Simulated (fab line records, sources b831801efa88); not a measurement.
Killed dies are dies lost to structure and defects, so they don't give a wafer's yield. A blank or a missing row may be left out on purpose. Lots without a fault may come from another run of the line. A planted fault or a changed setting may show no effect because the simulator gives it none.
Chamber matching | flow sky130 | SKY_PAD_OPEN_ETCH_07 on rie_diel-02: 4 sister chambers
The step etches the open film in CF4/O2, stops on AlCu, target depth 725 nm, time 161.1 s. 4 wafers are shown with their chamber, then 7 later ones without.

WAFERS WITH THEIR CHAMBER
wafer  | chamber | drypump_motor_current_A (A)
L088.1 | 1       | 6.3
L088.2 | 2       | 5.8
L090.1 | 3       | 6.0
L090.4 | 0       | 6.7

WAFERS WITHOUT THEIR CHAMBER
wafer  | drypump_motor_current_A (A)
L090.6 | 6.0
L093.1 | 6.3
L093.2 | 6.0
L093.5 | 5.8
L094.1 | 5.8
L094.3 | 6.3
L094.4 | 6.8

WHICH CHAMBER EACH WENT THROUGH
wafer  | from the rows above | in truth
L090.6 | 3                   | 3
L093.1 | 1                   | 1
L093.2 | 3                   | 3
L093.5 | 2                   | 2
L094.1 | 2                   | 2
L094.3 | 1                   | 1
L094.4 | 0                   | 0
Placed correctly: 7 of 7. Can't be placed from these rows: 0. Placed wrongly: 0.
How it was worked out, from the rows above alone: a wafer's distance from a chamber is the root of the sum, over the readings, of the square of ((its reading less the chamber's mean) divided by the reading's scatter). The wafer belongs to the nearest chamber; if the next one is less than 2 further off, it can't be placed. A chamber's mean is the mean of its shown wafers. The scatter: with one shown wafer a chamber, the root of the mean of the squares of how far each hidden wafer lies from its nearest shown one.
